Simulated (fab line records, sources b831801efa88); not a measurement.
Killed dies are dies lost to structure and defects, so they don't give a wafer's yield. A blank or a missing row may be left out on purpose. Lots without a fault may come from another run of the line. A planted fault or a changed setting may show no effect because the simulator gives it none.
A struck lot beside a sound one | flow sky130 | 43 steps out of a route of 708
Sound: wafers L301.2, L301.4, L301.6. Struck: wafers L306.4, L306.5, L306.6. The cause comes at the end.
At each step with rows: each side's tool, then ch and its chambers, then its first start. Under that, the readings that differ: sound wafers | struck wafers | difference of the means | sigmas: that difference in standard deviations of wafers without a fault.
alike: readings whose means differ by less than 2 such deviations, and words and numbers that are the same on both sides. not compared: withheld readings, readings that some wafer has no value for, bounds like >300 that may hide the same value, and numbers for which the record gives no deviation and whose values overlap.
The two part at a step that has a row with sigmas, a row that says differs or no value, or rows on one side only. Numbers that don't overlap but have no deviation are shown without sigmas and don't part them. A reading that every wafer of one side lacks parts them only if that side has two wafers or more.

first, 8 steps without rows for these wafers: SKY_DNWELL_DEHYDRATE_00 (time 60 s); SKY_DNWELL_HMDS_01 (prime time 60 s); SKY_DNWELL_COAT_02 (resist thk 3000 nm); SKY_DNWELL_SOFTBAKE_03; SKY_DNWELL_EXPOSE_04 (exposes mask DNM, target cd 3000 nm); SKY_DNWELL_PEB_05; SKY_DNWELL_DEVELOP_06 (develop time 60 s); SKY_DNWELL_IMPLANT_07.
SKY_DNWELL_STRIP_08: strips in O2/N2.
  sound on plasma_asher-04 ch 0,1, day 4 00:59; struck on plasma_asher-02 ch 0,1, day 5 02:41
  alike: drypump_motor_current_A, oes_product_au, strip_time_to_endpoint_s
  not compared: rf_hours_counter_h
SKY_DNWELL_TW_MEAS_09:
  sound on film_metro-02, day 4 01:06; struck on film_metro-04, day 5 02:47
  alike: DNWELL_TW
then, 2 steps without rows for these wafers: SKY_PWDE_DEHYDRATE_00 (time 60 s); SKY_PWDE_HMDS_01 (prime time 60 s).
SKY_PWDE_COAT_02: resist thk 3000 nm.
  sound on litho_track-01 ch 0, day 4 09:25; struck on litho_track-04, day 5 10:41
  no value came back on the struck wafers for chill_plate_temp_C (C), dispense_pressure_kPa (kPa); on the sound wafers chill_plate_temp_C (C) reads 22.89 22.84 22.99
then, 3 steps without rows for these wafers: SKY_PWDE_SOFTBAKE_03; SKY_PWDE_EXPOSE_04 (exposes mask PWDEM, target cd 840 nm); SKY_PWDE_PEB_05.
SKY_PWDE_DEVELOP_06: develop time 60 s.
  sound on litho_track-04 ch 0; struck on litho_track-04 ch 0
  not compared: model.PWDE.cd_nm
SKY_PWDE_OVL_MEAS_07:
  sound on overlay-02, day 4 18:19; struck on overlay-02, day 5 20:11
  reading       | sound       | struck | difference                    | sigmas
  PWDE_OVL (nm) | 2.2 0.6 1.2 | - - -  | no value on the struck wafers |
then, 1 step without rows for these wafers: SKY_PWDE_IMPLANT_08.
SKY_PWDE_STRIP_09: strips in O2/N2.
  sound on plasma_asher-04 ch 0,1, day 4 18:30; struck on plasma_asher-04 ch 0,1, day 5 20:23
  no value came back on the struck wafers for oes_product_au (a.u.), strip_time_to_endpoint_s (s); on the sound wafers oes_product_au (a.u.) reads 0.713 0.726 0.734
  alike: drypump_motor_current_A
  not compared: rf_hours_counter_h
SKY_PWDE_TW_MEAS_10:
  sound on film_metro-02, day 4 18:37; struck on film_metro-01, day 5 20:28
  alike: PWDE_TW
then, 7 steps without rows for these wafers: SKY_NWELL_DEHYDRATE_03 (time 60 s); SKY_NWELL_HMDS_04 (prime time 60 s); SKY_NWELL_COAT_05 (resist thk 3000 nm); SKY_NWELL_SOFTBAKE_06; SKY_NWELL_EXPOSE_07 (exposes mask NWM, target cd 840 nm); SKY_NWELL_PEB_08; SKY_NWELL_DEVELOP_09 (develop time 60 s).
SKY_NWELL_OVL_MEAS_10:
  sound on overlay-01, day 5 12:12; struck on overlay-01, day 6 15:11
  alike: NWELL_00_OVL
then, 3 steps without rows for these wafers: SKY_NWELL_IMPLANT_11; SKY_NWELL_IMPLANT_12; SKY_NWELL_IMPLANT_13.
SKY_NWELL_STRIP_14: strips in O2/N2.
  sound on plasma_asher-02 ch 0,1, day 5 12:41; struck on plasma_asher-03 ch 0,1, day 6 15:41
  reading                     | sound       | struck      | difference | sigmas
  drypump_motor_current_A (A) | 6.1 6.1 5.9 | 4.8 5.5 4.8 | -1.0       | -2
  alike: oes_product_au, strip_time_to_endpoint_s
  not compared: rf_hours_counter_h
SKY_NWELL_TW_MEAS_15:
  sound on film_metro-01, day 5 12:47; struck on film_metro-04, day 6 15:46
  alike: NWELL_TW
then, 7 steps without rows for these wafers: SKY_NWELL_DEHYDRATE_16 (time 60 s); SKY_NWELL_HMDS_17 (prime time 60 s); SKY_NWELL_COAT_18 (resist thk 3000 nm); SKY_NWELL_SOFTBAKE_19; SKY_NWELL_EXPOSE_20 (exposes mask NWM COMPLEMENT, target cd 840 nm); SKY_NWELL_PEB_21; SKY_NWELL_DEVELOP_22 (develop time 60 s).
SKY_NWELL_OVL_MEAS_23:
  sound on overlay-01, day 6 07:37; struck on overlay-02, day 7 11:28
  alike: NWELL_01_OVL
SKY_NWELL_TW_MEAS_26:
  sound on film_metro-04, day 6 07:54; struck on film_metro-01, day 7 11:46
  reading    | sound       | struck      | difference | sigmas
  NWELL_2_TW | 498 498 499 | 551 551 551 | +53        | +15

WHERE THEY PART
First at SKY_PWDE_COAT_02; last, within this record, at SKY_NWELL_TW_MEAS_26.

WHY: what the simulator had put in
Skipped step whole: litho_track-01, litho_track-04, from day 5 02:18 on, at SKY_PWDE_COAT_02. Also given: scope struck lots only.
